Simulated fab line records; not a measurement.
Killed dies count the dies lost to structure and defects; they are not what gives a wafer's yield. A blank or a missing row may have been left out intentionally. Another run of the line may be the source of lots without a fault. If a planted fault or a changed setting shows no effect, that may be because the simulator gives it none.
Which tool did it?    flow gf180mcu    24 lots, 72 wafers sampled, at 6 steps of a route of 602

WHAT EACH GAUGE READ, for each wafer
GF_V2_RS_MEAS_24: the measuring method here is four-point-probe.
lot   measured      on             V2_W_RS (ohm/sq)
L074  day 20 10:32  film-metro-03  0.324 0.330 0.329
L075  day 20 18:17  film-metro-04  0.322 0.334 0.326
L076  day 21 12:13  film-metro-03  0.325 0.328 0.326
L077  day 21 19:38  film-metro-04  0.328 0.331 0.323
L078  day 22 00:28  film-metro-03  0.331 0.331 0.328
L079  day 22 07:40  film-metro-03  0.317 0.326 0.324
L080  day 22 22:55  film-metro-04  0.330 0.326 0.325
L081  day 23 01:44  film-metro-04  0.327 0.333 0.328
L082  day 23 16:26  film-metro-02  0.328 0.323 0.327
L083  day 23 21:29  film-metro-03  0.325 0.325 0.327
L084  day 24 05:16  film-metro-03  0.324 0.324 0.327
L085  day 24 15:02  film-metro-03  0.323 0.325 0.322
L086  day 24 23:37  film-metro-04  0.326 0.328 0.328
L087  day 25 06:07  film-metro-03  0.328 0.329 0.333
L088  day 25 18:24  film-metro-03  0.325 0.326 0.326
L089  day 25 18:37  film-metro-04  0.325 0.331 0.325
L090  day 26 01:58  film-metro-02  0.330 0.330 0.327
L091  day 26 09:53  film-metro-04  0.332 0.324 0.330
L092  day 26 16:40  film-metro-04  0.329 0.326 0.328
L093  day 27 01:47  film-metro-03  0.328 0.326 0.327
L094  day 27 08:40  film-metro-02  0.330 0.331 0.332
L095  day 27 19:16  film-metro-04  0.322 0.324 0.331
L096  day 27 20:09  film-metro-02  0.324 0.326 0.325
L097  day 28 01:04  film-metro-04  0.323 0.323 0.325

GF_M3_RS_MEAS_05: the measuring method here is four-point-probe.
lot   measured      on             M3_ALCU_RS (ohm/sq)
L074  day 20 11:18  film-metro-01  0.0697 0.0689 0.0695
L075  day 20 18:59  film-metro-01  0.0675 0.0677 0.0681
L076  day 21 12:55  film-metro-01  0.0686 0.0684 0.0686
L077  day 21 20:20  film-metro-04  0.0710 0.0693 0.0704
L078  day 22 01:10  film-metro-02  0.0690 0.0695 0.0696
L079  day 22 08:22  film-metro-02  0.0696 0.0706 0.0708
L080  day 22 23:37  film-metro-01  0.0699 0.0695 0.0693
L081  day 23 02:26  film-metro-02  0.0702 0.0708 0.0714
L082  day 23 17:08  film-metro-04  0.0684 0.0687 0.0691
L083  day 23 22:11  film-metro-02  0.0682 0.0679 0.0683
L084  day 24 05:58  film-metro-02  0.0685 0.0690 0.0690
L085  day 24 19:15  film-metro-01  0.0694 0.0690 0.0691
L086  day 25 00:19  film-metro-04  0.0697 0.0704 0.0700
L087  day 25 06:49  film-metro-04  0.0695 0.0690 0.0691
L088  day 25 19:06  film-metro-04  0.0697 0.0695 0.0696
L089  day 25 19:24  film-metro-04  0.0693 0.0705 0.0697
L090  day 26 02:40  film-metro-04  0.0691 0.0702 0.0695
L091  day 26 10:35  film-metro-01  0.0689 0.0688 0.0686
L092  day 26 17:28  film-metro-01  0.0702 0.0704 0.0694
L093  day 27 02:29  film-metro-02  0.0710 0.0699 0.0701
L094  day 27 09:22  film-metro-04  0.0695 0.0694 0.0699
L095  day 27 19:58  film-metro-04  0.0715 0.0713 0.0692
L096  day 27 20:51  film-metro-02  0.0697 0.0697 0.0696
L097  day 28 01:46  film-metro-01  0.0699 0.0699 0.0710

GF_PASSIVATION_THK_MEAS_01.
lot   measured      on             PASSIVATION_CVD_00_THK (nm)
L074  day 28 06:46  film-metro-04  992 999 1002
L075  day 28 11:47  film-metro-03  984 994 995
L076  day 29 05:38  film-metro-03  987 994 1004
L077  day 29 08:06  film-metro-02  1007 995 1014
L078  day 29 14:16  film-metro-04  992 1001 1013
L079  day 29 18:13  film-metro-04  987 1000 999
L080  day 30 08:18  film-metro-03  986 1008 1014
L081  day 30 10:52  film-metro-04  1032 1003 1030
L082  day 30 21:30  film-metro-02  1004 1012 1018
L083  day 31 02:55  film-metro-02  997 1008 1022
L084  day 31 08:22  film-metro-02  1000 1015 1037
L085  day 31 15:54  film-metro-04  983 1004 1005
L086  day 31 22:26  film-metro-03  996 1001 1013
L087  day 32 04:41  film-metro-04  981 990 1006
L088  day 32 11:56  film-metro-02  1005 1008 1026
L089  day 32 13:20  film-metro-02  1000 983 997
L090  day 32 19:55  film-metro-04  1000 1025 1018
L091  day 33 01:32  film-metro-04  990 1015 1025
L092  day 33 06:26  film-metro-04  997 1003 1017
L093  day 33 20:34  film-metro-03  1002 990 1027
L094  day 33 20:14  film-metro-02  991 1002 999
L095  day 34 04:56  film-metro-03  1022 1030 1023
L096  day 34 05:04  film-metro-04  981 1039 990
L097  day 34 09:13  film-metro-04  993 1015 1028

EACH LOT AND THE TOOL THAT RAN IT (in order: tool; ch and the chambers of the sampled wafers; start)
lot   GF_V2_SPUTTER_21              GF_V3_STRIP_18                        GF_MIM_SPUTTER_07
L074  pvd-sputter-03, day 20 10:20  plasma-asher-02 ch 0, day 22 13:22    pvd-sputter-02, day 24 16:15
L075  pvd-sputter-03, day 20 18:05  plasma-asher-04 ch 0,1, day 22 19:40  pvd-sputter-01, day 24 20:43
L076  pvd-sputter-03, day 21 12:01  plasma-asher-02 ch 0,1, day 23 13:22  pvd-sputter-01, day 25 17:08
L077  pvd-sputter-01, day 21 19:24  plasma-asher-02 ch 0,1, day 23 19:22  pvd-sputter-02, day 25 19:52
L078  pvd-sputter-01, day 22 00:15  plasma-asher-02 ch 0,1, day 24 01:16  pvd-sputter-01, day 26 01:24
L079  pvd-sputter-04, day 22 07:27  plasma-asher-01 ch 0,1, day 24 07:10  pvd-sputter-01, day 26 06:37
L080  pvd-sputter-01, day 22 22:42  plasma-asher-01 ch 0,1, day 24 21:46  pvd-sputter-03, day 26 21:25
L081  pvd-sputter-03, day 23 01:31  plasma-asher-04 ch 0,1, day 25 01:19  pvd-sputter-01, day 27 00:23
L082  pvd-sputter-04, day 23 16:04  plasma-asher-04 ch 0,1, day 25 16:54  pvd-sputter-02, day 27 13:17
L083  pvd-sputter-04, day 23 21:07  plasma-asher-02 ch 0,1, day 25 20:00  pvd-sputter-02, day 27 18:33
L084  pvd-sputter-03, day 24 05:03  plasma-asher-02 ch 0,1, day 26 02:28  pvd-sputter-02, day 28 00:05
L085  pvd-sputter-03, day 24 14:48  plasma-asher-02 ch 0,1, day 26 14:11  pvd-sputter-02, day 28 10:25
L086  pvd-sputter-04, day 24 23:24  plasma-asher-04 ch 0,1, day 26 20:19  pvd-sputter-02, day 28 16:47
L087  pvd-sputter-04, day 25 05:55  plasma-asher-01 ch 0,1, day 27 02:16  pvd-sputter-03, day 28 23:06
L088  pvd-sputter-04, day 25 18:05  plasma-asher-04 ch 0,1, day 27 13:16  pvd-sputter-03, day 29 09:22
L089  pvd-sputter-03, day 25 18:25  plasma-asher-04 ch 0,1, day 27 14:07  pvd-sputter-01, day 29 10:34
L090  pvd-sputter-03, day 26 01:45  plasma-asher-01 ch 1, day 27 21:25    pvd-sputter-01, day 29 16:13
L091  pvd-sputter-03, day 26 09:38  plasma-asher-01 ch 0, day 28 04:25    pvd-sputter-02, day 29 23:05
L092  pvd-sputter-03, day 26 16:28  plasma-asher-02 ch 0,1, day 28 11:25  pvd-sputter-03, day 30 06:04
L093  pvd-sputter-03, day 27 01:34  plasma-asher-02 ch 0,1, day 28 19:55  pvd-sputter-01, day 30 21:16
L094  pvd-sputter-03, day 27 08:26  plasma-asher-01 ch 0,1, day 29 02:08  pvd-sputter-01, day 30 20:16
L095  pvd-sputter-01, day 27 19:03  plasma-asher-02 ch 0,1, day 29 12:22  pvd-sputter-03, day 31 06:13
L096  pvd-sputter-04, day 27 19:54  plasma-asher-02 ch 0,1, day 29 13:25  pvd-sputter-01, day 31 07:01
L097  pvd-sputter-01, day 28 00:50  plasma-asher-04 ch 0,1, day 29 17:58  pvd-sputter-01, day 31 11:44
- GF_V2_SPUTTER_21: material Ti, target thk 15 nm, time 80.02 s.
- GF_V3_STRIP_18: strips in O2/N2.
- GF_MIM_SPUTTER_07: material TiN, target thk 60 nm, time 50 s.

AS READ BY THE TOOLS THEMSELVES (means over the sampled wafers that have a number; for cases with no such wafer, the mark the record gives instead)
GF_V2_SPUTTER_21.
lot   tool            throttle-valve-pct (%)
L074  pvd-sputter-03  31.3
L075  pvd-sputter-03  30.5
L076  pvd-sputter-03  30.1
L077  pvd-sputter-01  29.5
L078  pvd-sputter-01  28.9
L079  pvd-sputter-04  30.7
L080  pvd-sputter-01  29.1
L081  pvd-sputter-03  31.6
L082  pvd-sputter-04  30.7
L083  pvd-sputter-04  30.2
L084  pvd-sputter-03  30.5
L085  pvd-sputter-03  31.5
L086  pvd-sputter-04  30.2
L087  pvd-sputter-04  30.6
L088  pvd-sputter-04  30.6
L089  pvd-sputter-03  31.1
L090  pvd-sputter-03  30.6
L091  pvd-sputter-03  31.4
L092  pvd-sputter-03  30.2
L093  pvd-sputter-03  29.2
L094  pvd-sputter-03  30.4
L095  pvd-sputter-01  29.6
L096  pvd-sputter-04  30.2
L097  pvd-sputter-01  29.6

GF_V3_STRIP_18.
lot   tool             chamber-pressure-mTorr (mTorr)  drypump-motor-current-A (A)  heater-power-w (W)  oes-product-au (a.u.)
L074  plasma-asher-02  1500.2                          6.2                          341                 0.596
L075  plasma-asher-04  1499.3                          6.4                          303                 0.593
L076  plasma-asher-02  1500.0                          5.9                          334                 0.591
L077  plasma-asher-02  1499.1                          5.9                          334                 0.592
L078  plasma-asher-02  1500.5                          5.5                          326                 0.594
L079  plasma-asher-01  1499.8                          5.3                          384                 0.594
L080  plasma-asher-01  1500.3                          5.5                          349                 0.594
L081  plasma-asher-04  1499.7                          6.1                          314                 0.587
L082  plasma-asher-04  1501.5                          6.1                          310                 0.590
L083  plasma-asher-02  1500.1                          5.5                          321                 0.596
L084  plasma-asher-02  1500.9                          5.5                          328                 0.595
L085  plasma-asher-02  1501.6                          5.5                          325                 0.594
L086  plasma-asher-04  1499.7                          6.1                          311                 0.595
L087  plasma-asher-01  1500.0                          5.3                          371                 0.599
L088  plasma-asher-04  1501.0                          6.1                          312                 0.592
L089  plasma-asher-04  1500.3                          6.4                          305                 0.589
L090  plasma-asher-01  1500.9                          5.7                          327                 0.590
L091  plasma-asher-01  1500.2                          5.1                          417                 0.594
L092  plasma-asher-02  1500.7                          5.9                          337                 0.591
L093  plasma-asher-02  1499.7                          5.5                          326                 0.588
L094  plasma-asher-01  1500.2                          5.5                          356                 0.600
L095  plasma-asher-02  1499.7                          5.5                          329                 0.594
L096  plasma-asher-02  1499.1                          5.9                          337                 0.592
L097  plasma-asher-04  1499.7                          6.4                          306                 0.595

GF_MIM_SPUTTER_07.
lot   tool            throttle-valve-pct (%)
L074  pvd-sputter-02  31.4
L075  pvd-sputter-01  28.7
L076  pvd-sputter-01  28.3
L077  pvd-sputter-02  30.3
L078  pvd-sputter-01  30.2
L079  pvd-sputter-01  28.4
L080  pvd-sputter-03  29.2
L081  pvd-sputter-01  28.3
L082  pvd-sputter-02  30.5
L083  pvd-sputter-02  30.0
L084  pvd-sputter-02  30.8
L085  pvd-sputter-02  30.9
L086  pvd-sputter-02  30.2
L087  pvd-sputter-03  29.2
L088  pvd-sputter-03  30.3
L089  pvd-sputter-01  28.4
L090  pvd-sputter-01  27.5
L091  pvd-sputter-02  29.8
L092  pvd-sputter-03  30.5
L093  pvd-sputter-01  28.7
L094  pvd-sputter-01  27.9
L095  pvd-sputter-03  30.4
L096  pvd-sputter-01  27.5
L097  pvd-sputter-01  28.4

THE ANSWER, worked out from the rows above alone
Rule: usual is defined by the lots themselves. Put in order of their means at a reading, lots are off if they are a third of the lots or fewer, leave a main group of 4 or more, and stand apart from it by a gap of 3 or more times the standard deviation of the main group's means; of several such gaps the widest counts. Not used: any main group whose means are identical at the precision the tables above print for the reading. A lot without any number at a reading at which 4 lots or more have one is off too. All remaining lots with rows at the step are treated as sound. Order of review: gauges by route order, followed by the tools' own readings, for which a lot's mean as printed above is used. The first step at which some lot is off is used, and at that step the reading that is off furthest; a lot without a number counts as furthest.
No lot is off at any reading shown: from this, nothing can be told.

WHAT THE SIMULATOR HAD PUT IN
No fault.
